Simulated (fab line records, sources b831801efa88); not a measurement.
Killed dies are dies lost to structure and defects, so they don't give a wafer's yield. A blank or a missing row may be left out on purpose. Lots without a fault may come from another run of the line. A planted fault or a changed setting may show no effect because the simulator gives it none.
A struck lot beside a sound one | flow sky130 | 20 steps out of a route of 708
Sound: wafers L701.2, L701.5, L701.6. Struck: wafers L707.5, L707.6. The cause comes at the end.
At each step with rows: each side's tool, then ch and its chambers, then its first start. Under that, the readings that differ: sound wafers | struck wafers | difference of the means | sigmas: that difference in standard deviations of wafers without a fault.
alike: readings whose means differ by less than 2 such deviations, and words and numbers that are the same on both sides. not compared: withheld readings, readings that some wafer has no value for, bounds like >300 that may hide the same value, and numbers for which the record gives no deviation and whose values overlap.
The two part at a step that has a row with sigmas, a row that says differs or no value, or rows on one side only. Numbers that don't overlap but have no deviation are shown without sigmas and don't part them. A reading that every wafer of one side lacks parts them only if that side has two wafers or more.

SKY_SONOS_TUNNEL_TW_MEAS_12:
  sound on film_metro-03, day 11 19:26; struck on film_metro-03, day 14 00:54
  alike: SONOS_TUNNEL_TW
then, 2 steps without rows for these wafers: SKY_SONOS_TUNNEL_CLEAN_13 (cleans in dHF, time 20 s); SKY_SONOS_ONO_OXIDATION_00 (stabilise 600 s, purge 300 s, target thk 2.6 nm).
SKY_SONOS_ONO_THK_MEAS_01:
  sound on film_metro-03, day 11 23:43; struck on film_metro-03, day 14 04:37
  alike: SONOS_ONO_OXIDATION_THK
then, 1 step without rows for these wafers: SKY_SONOS_ONO_CVD_02 (deposits Si3N4 from DCS/NH3, target thk 10.5 nm, time 180 s).
SKY_SONOS_ONO_THK_MEAS_03:
  sound on film_metro-03, day 12 00:55; struck on film_metro-04, day 14 05:54
  alike: SONOS_ONO_CVD_02_THK
then, 1 step without rows for these wafers: SKY_SONOS_ONO_CVD_04 (deposits SiO2 from SiH4/N2O, target thk 5.7199 nm).
SKY_SONOS_ONO_THK_MEAS_05:
  sound on film_metro-04, day 12 02:14; struck on film_metro-03, day 14 07:13
  alike: SONOS_ONO_CVD_04_THK
then, 4 steps without rows for these wafers: SKY_SONOS_ONO_DEHYDRATE_06 (time 60 s); SKY_SONOS_ONO_HMDS_07 (prime time 60 s); SKY_SONOS_ONO_COAT_08 (resist thk 1140 nm); SKY_SONOS_ONO_SOFTBAKE_09 (time 60 s).
SKY_SONOS_ONO_EXPOSE_10: exposes mask ONOM, target cd 410 nm.
  sound on iline_stepper-01 ch 0, day 12 14:52; struck on iline_stepper-02 ch 0, day 14 21:02
  alike: mask
then, 2 steps without rows for these wafers: SKY_SONOS_ONO_PEB_11; SKY_SONOS_ONO_DEVELOP_12 (develop time 60 s).
SKY_SONOS_ONO_CD_MEAS_13: target cd 410 nm.
  sound on cd_sem-02, day 13 03:15; struck on cd_sem-01, day 15 10:33
  reading    | sound             | struck      | difference | sigmas
  cd_nm (nm) | 409.8 410.1 408.7 | 333.5 332.6 | -76.5      | -29
SKY_SONOS_ONO_OVL_MEAS_14:
  sound on overlay-01, day 13 03:22; struck on overlay-02, day 15 10:37
  reading            | sound         | struck  | difference | sigmas
  SONOS_ONO_OVL (nm) | -0.9 -0.8 0.4 | 2.3 1.7 | +2.4       | +2
SKY_SONOS_ONO_ETCH_15: etches the open film in CHF3/O2, target depth 19.52 nm, time 7.8 s.
  sound on rie_diel-04 ch 1,2, day 13 03:23; struck on rie_diel-02 ch 0,3, day 15 10:38
  reading                    | sound             | struck      | difference | sigmas
  model.SONOS_ONO.cd_nm (nm) | 409.8 409.7 408.9 | 333.7 333.2 | -76.0      |
  alike: drypump_motor_current_A, oes_product_au, throttle_valve_pct
  not compared: rf_hours_counter_h
then, 1 step without rows for these wafers: SKY_SONOS_ONO_WET_ETCH_16 (etches SiO2 in dHF, target depth 14 nm, time 280 s).
-- the record jumps here: 32 days lie between the struck wafers' starts before and after (it left off in module SONOS_ONO and takes up again in module PAD_OPEN, whose first step shown is number 708 of the route) --
SKY_PAD_OPEN_PROBE_99:
  sound on prober-01, day 46 05:38; struck on prober-01, day 47 20:17
  reading             | sound    | struck  | difference | sigmas
  killed_at_front_end | 17 8 19  | 241 246 | +229       | +52
  killed_dies         | 87 79 84 | 329 331 | +247       | +26
  killed_on_rim       | 14 10 18 | 34 37   | +22        | +5
  alike: killed_at_M0_to_M3, killed_at_M4_up, killed_at_contacts, killed_at_other, killed_open, killed_short

WHERE THEY PART
First at SKY_SONOS_ONO_CD_MEAS_13; last, within this record, at SKY_PAD_OPEN_PROBE_99.

WHY: what the simulator had put in
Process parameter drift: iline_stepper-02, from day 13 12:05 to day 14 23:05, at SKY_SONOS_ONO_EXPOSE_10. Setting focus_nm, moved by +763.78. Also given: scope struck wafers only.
